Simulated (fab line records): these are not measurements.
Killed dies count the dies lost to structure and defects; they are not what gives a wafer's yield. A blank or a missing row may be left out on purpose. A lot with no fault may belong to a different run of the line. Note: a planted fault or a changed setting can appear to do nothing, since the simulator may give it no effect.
What tool caused it?    flow sfq-line    45 wafers from 15 lots sampled at 4 of the route's 325 steps

## WHAT THE GAUGES READ, wafer by wafer
Not one reading of a measure or inspect step in the record can be checked against a usual standard deviation.

## EACH LOT AND THE TOOL THAT RAN IT (in order: tool; ch and the chambers of the sampled wafers; start)
lot   SFQ_TRILAYER_I3_DEP_PECVD_081    SFQ_TRILAYER_I3_METRO_MEASURE_083  SFQ_TRILAYER_M4_BARC_OPEN_METAL_ETCH_123  SFQ_TRILAYER_I4_DEP_PECVD_099
L357  pecvd-03 ch 0,1, day 29 10:50    film-metro-04, day 30 05:44        rie-metal-01 ch 0,1, day 36 20:32         pecvd-03 ch 0,1,2, day 36 21:30
L358  pecvd-01 ch 0,1, day 29 20:27    film-metro-02, day 30 18:58        rie-metal-02 ch 0, day 36 22:02           pecvd-04 ch 1,2, day 36 23:47
L359  pecvd-03 ch 0,2, day 30 02:42    film-metro-03, day 31 03:58        rie-metal-01 ch 0,1, day 36 23:04         pecvd-03 ch 0,1, day 37 00:01
L360  pecvd-01 ch 0,1, day 30 11:06    film-metro-02, day 31 11:17        rie-metal-04 ch 0,1, day 37 00:17         pecvd-02 ch 0,2, day 37 01:13
L361  pecvd-01 ch 0,1,2, day 31 11:37  film-metro-04, day 32 14:09        rie-metal-01 ch 0,1, day 44 18:57         pecvd-04 ch 0,2, day 44 19:55
L363  pecvd-02 ch 0,1,2, day 32 07:17  film-metro-04, day 33 17:45        rie-metal-02 ch 0,1, day 45 17:32         pecvd-04 ch 0,1,2, day 45 18:31
L366  pecvd-03 ch 0,1,2, day 33 13:04  film-metro-04, day 34 20:09        rie-metal-04 ch 0,1, day 46 23:31         pecvd-02 ch 0,1,2, day 47 00:29
L368  pecvd-01 ch 0,1, day 34 10:40    film-metro-03, day 35 10:38        rie-metal-04 ch 0,1, day 47 10:19         pecvd-02 ch 0,1, day 47 11:17
L369  pecvd-01 ch 0,1, day 34 21:28    film-metro-03, day 35 19:38        rie-metal-04 ch 0,1, day 47 22:19         pecvd-02 ch 0,1, day 47 23:17
L370  pecvd-03 ch 0,1,2, day 35 13:06  film-metro-02, day 36 05:09        rie-metal-01 ch 0,1, day 48 10:19         pecvd-04 ch 0,1,2, day 48 11:17
L371  pecvd-01 ch 0,2, day 35 21:30    film-metro-04, day 36 13:50        rie-metal-01 ch 0,1, day 48 23:31         pecvd-03 ch 0,1, day 49 00:29
L375  pecvd-03 ch 1,2, day 37 13:14    film-metro-02, day 37 22:47        rie-metal-01 ch 0,1, day 50 04:22         pecvd-04 ch 1,2, day 50 05:20
L376  pecvd-02 ch 0,1, day 37 22:49    film-metro-02, day 38 11:47        rie-metal-02 ch 0,1, day 50 16:22         pecvd-03 ch 1,2, day 50 17:20
L377  pecvd-01 ch 1,2, day 38 02:25    film-metro-03, day 38 14:11        rie-metal-01 ch 0,1, day 50 17:34         pecvd-02 ch 0,2, day 50 18:32
L379  pecvd-01 ch 0,1,2, day 39 02:25  film-metro-03, day 39 05:49        rie-metal-04 ch 0,1, day 51 10:22         pecvd-03 ch 0,1, day 51 11:20
- SFQ_TRILAYER_I3_DEP_PECVD_081: deposits SiO2 from SiH4/N2O, time 111.11 s, target thk 500 nm.
- SFQ_TRILAYER_I3_METRO_MEASURE_083
- SFQ_TRILAYER_M4_BARC_OPEN_METAL_ETCH_123: etches BARC in O2, target depth 125 nm, time 41.7 s.
- SFQ_TRILAYER_I4_DEP_PECVD_099: deposits SiO2 from SiH4/N2O, time 111.11 s, target thk 500 nm.

## WHAT THE TOOLS THEMSELVES READ (means of the sampled wafers that have a number; where no wafer has one, the mark that the record gives instead)
SFQ_TRILAYER_I3_DEP_PECVD_081. Usual: heater-power-outer-w 31 W, standard deviation 9.7; heater-power-w 87 W, standard deviation 16; rf-fwd-power-W 182.2 W, standard deviation 0.58; throttle-valve-pct 23.9 %, standard deviation 0.99.
lot   tool      heater-power-outer-w (W)  heater-power-w (W)  rf-fwd-power-W (W)  throttle-valve-pct (%)  flag
L357  pecvd-03  24                        71                  182.1               23.0                    
L358  pecvd-01  30                        92                  181.8               23.8                    
L359  pecvd-03  45                        105                 182.4               24.7                    
L360  pecvd-01  29                        91                  181.7               23.8                    
L361  pecvd-01  29                        86                  181.4               23.5                    
L363  pecvd-02  32                        89                  182.5               24.2                    
L366  pecvd-03  28                        81                  182.1               24.0                    
L368  pecvd-01  35                        101                 181.9               23.9                    
L369  pecvd-01  33                        97                  182.0               24.0                    
L370  pecvd-03  33                        86                  182.6               24.1                    
L371  pecvd-01  35                        92                  182.0               23.5                    
L375  pecvd-03  29                        81                  182.6               24.3                    
L376  pecvd-02  34                        90                  182.4               24.8                    
L377  pecvd-01  25                        76                  182.1               23.5                    
L379  pecvd-01  32                        89                  182.1               23.9                    

SFQ_TRILAYER_I3_METRO_MEASURE_083. Usual: thk-nm reads 200.1 nm (standard deviation 1.2).
lot   tool           thk-nm (nm)  flag
L357  film-metro-04  199.9        
L358  film-metro-02  200.2        
L359  film-metro-03  199.9        
L360  film-metro-02  199.3        
L361  film-metro-04  200.4        
L363  film-metro-04  200.9        
L366  film-metro-04  199.4        
L368  film-metro-03  200.3        
L369  film-metro-03  200.8        
L370  film-metro-02  201.5        
L371  film-metro-04  201.3        
L375  film-metro-02  200.8        
L376  film-metro-02  198.9        
L377  film-metro-03  200.2        
L379  film-metro-03  198.6        

SFQ_TRILAYER_M4_BARC_OPEN_METAL_ETCH_123. Usual: drypump-motor-current-A 5.51 A, standard deviation 0.18; oes-product-au 0.685 a.u., standard deviation 0.0049; rf-fwd-power-W 594.3 W, standard deviation 2.6.
lot   tool          drypump-motor-current-A (A)  oes-product-au (a.u.)  rf-fwd-power-W (W)  flag
L357  rie-metal-01  5.45                         0.683                  595.7               
L358  rie-metal-02  5.23                         0.688                  588.4               
L359  rie-metal-01  5.45                         0.681                  594.2               
L360  rie-metal-04  5.56                         0.688                  597.0               
L361  rie-metal-01  5.53                         0.687                  593.3               
L363  rie-metal-02  5.62                         0.681                  593.4               
L366  rie-metal-04  5.56                         0.684                  628.9               OFF
L368  rie-metal-04  5.56                         0.686                  659.1               OFF
L369  rie-metal-04  5.54                         0.687                  627.4               OFF
L370  rie-metal-01  5.52                         0.682                  594.0               
L371  rie-metal-01  5.51                         0.682                  593.4               
L375  rie-metal-01  5.45                         0.689                  594.7               
L376  rie-metal-02  5.61                         0.683                  592.5               
L377  rie-metal-01  5.44                         0.686                  594.0               
L379  rie-metal-04  5.58                         0.686                  595.2               

SFQ_TRILAYER_I4_DEP_PECVD_099. Usual: heater-power-outer-w 33 W, standard deviation 9; heater-power-w 88 W, standard deviation 15; rf-fwd-power-W 182.4 W, standard deviation 0.6; throttle-valve-pct 24.4 %, standard deviation 1.3.
lot   tool      heater-power-outer-w (W)  heater-power-w (W)  rf-fwd-power-W (W)  throttle-valve-pct (%)  flag
L357  pecvd-03  32                        85                  182.7               24.0                    
L358  pecvd-04  36                        99                  181.9               26.5                    
L359  pecvd-03  19                        66                  182.7               23.2                    
L360  pecvd-02  30                        85                  182.9               25.1                    
L361  pecvd-04  34                        90                  182.4               23.3                    
L363  pecvd-04  36                        93                  182.5               23.3                    
L366  pecvd-02  36                        95                  182.8               25.5                    
L368  pecvd-02  32                        88                  182.3               25.5                    
L369  pecvd-02  32                        90                  182.2               24.9                    
L370  pecvd-04  36                        93                  182.6               23.7                    
L371  pecvd-03  20                        67                  182.4               23.1                    
L375  pecvd-04  37                        98                  182.1               23.3                    
L376  pecvd-03  26                        76                  182.5               24.1                    
L377  pecvd-02  30                        88                  182.4               25.8                    
L379  pecvd-03  26                        75                  182.3               23.1                    

## THE ANSWER, worked out from the rows above alone
Rule: a lot counts as off when the mean over its wafers that have a number is more than 3 standard deviations away from the usual mean. A lot without any number at a reading at which 4 lots or more have one is off too. All remaining lots with rows at the step are treated as sound. After the gauges, taken in route order, come the tools' own readings; for these a lot's mean is taken, as printed above. The first step at which some lot is off is used, and at that step the reading that is off furthest; a lot without a number counts as furthest.
Off: L366, L368, L369, at SFQ_TRILAYER_M4_BARC_OPEN_METAL_ETCH_123 (rf-fwd-power-W).
A tool fits if, at that step or a process step before it, it ran every lot that is off, and no sound lot after the first of them. Of those tried, none fits.

## WHAT THE SIMULATOR PUT IN
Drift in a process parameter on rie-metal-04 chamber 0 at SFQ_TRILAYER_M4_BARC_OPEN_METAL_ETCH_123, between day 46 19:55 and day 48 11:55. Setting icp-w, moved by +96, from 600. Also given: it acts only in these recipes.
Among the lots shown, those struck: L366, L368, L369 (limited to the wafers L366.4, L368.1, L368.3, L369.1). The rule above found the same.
